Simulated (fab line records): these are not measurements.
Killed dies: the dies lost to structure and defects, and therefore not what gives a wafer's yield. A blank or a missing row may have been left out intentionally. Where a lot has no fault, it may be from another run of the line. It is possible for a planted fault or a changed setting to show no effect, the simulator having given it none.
Problem report in the 8D (eight disciplines) form, filled by code	flow sfqLine	the parts of the form that need people (team, actions taken, sign-off) are left out

== 1. WHAT IS WRONG ==
spinSpeedRpm at SFQ_TRILAYER_I7_VIA_LITHO_COAT_192 reads a mean of 3213.5 rpm on 6 wafers of 2 lots; wafers without a fault read 3000.0 rpm with a standard deviation of 2. That is +99 or more standard deviations from the usual mean.
The step: resist thk 62 nm.
First seen on wafer L763.2, day 82 14:17, on lithoTrack-04. The record holds 18 wafers of 6 lots with a number at this step. By rule, "out" or "out of limits" means more than 4 standard deviations away from the usual mean. Any other wafer with a number is counted as sound.

== 2. WHAT IT IS, AND WHAT IT ISN'T ==
question	is	is not
which readings at this step	spinSpeedRpm	-
which lots	L763, L766	L749, L761, L765, L769
which wafers of those lots	all that have a number	-
read on which tools	lithoTrack-04	lithoTrack-02
when	from day 82 14:17	up to then (6 sound wafers); but 6 sound wafers of L765, L769 came after

== 3. WHAT RULES OUT EACH SUSPECT ==
Counting: any tool at a process step up to the reading is kept as a suspect provided that every lot that is out went through it and no sound lot did after the first of them.
- lithoTrack-04 at SFQ_TRILAYER_I7_VIA_LITHO_COAT_192 (resist thk 62 nm): kept. Every lot that is out went through it, starting with L763 (day 82 14:17), and after that it ran no sound lot; the last sound lot it ran before then is L761 (day 82 03:55). Its own readings are out on those wafers: spinSpeedRpm.
After counting, what remains is lithoTrack-04 at SFQ_TRILAYER_I7_VIA_LITHO_COAT_192.

== 4. THE CAUSE (what the simulator had put in) ==
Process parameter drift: lithoTrack-04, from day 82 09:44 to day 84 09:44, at SFQ_TRILAYER_I7_VIA_LITHO_COAT_192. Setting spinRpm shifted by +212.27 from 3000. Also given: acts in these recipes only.
The count eliminated every tool but this one.

== 5. THE EFFECT CHAIN, in route order ==
Each row: a reading whose mean over the struck wafers that have a number lies more than 3 standard deviations from the usual. Scope: only readings with a usual standard deviation given in the record; hours: median across lots of the time from each lot's start at the first step in this table that gives one to its start at this step; sigmas: change in usual standard deviations.
hours	step	reading	usual	on struck wafers	change	sigmas
0	SFQ_TRILAYER_I7_VIA_LITHO_COAT_192	spinSpeedRpm	3000.0 rpm	3213.5	+213.5	+99 or more
The process steps in it:
- SFQ_TRILAYER_I7_VIA_LITHO_COAT_192: resist thk 62 nm.
Later measuring or inspecting steps at which every struck wafer that the step has a row for has a number for every such reading, and none has moved that far: SFQ_I7_OVL_MEAS_947.

== 6. HOW IT WOULD HAVE BEEN CAUGHT EARLIER ==
In this record the first reading out of limits was taken at day 82 14:17, 5 hours after the fault began at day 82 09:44.
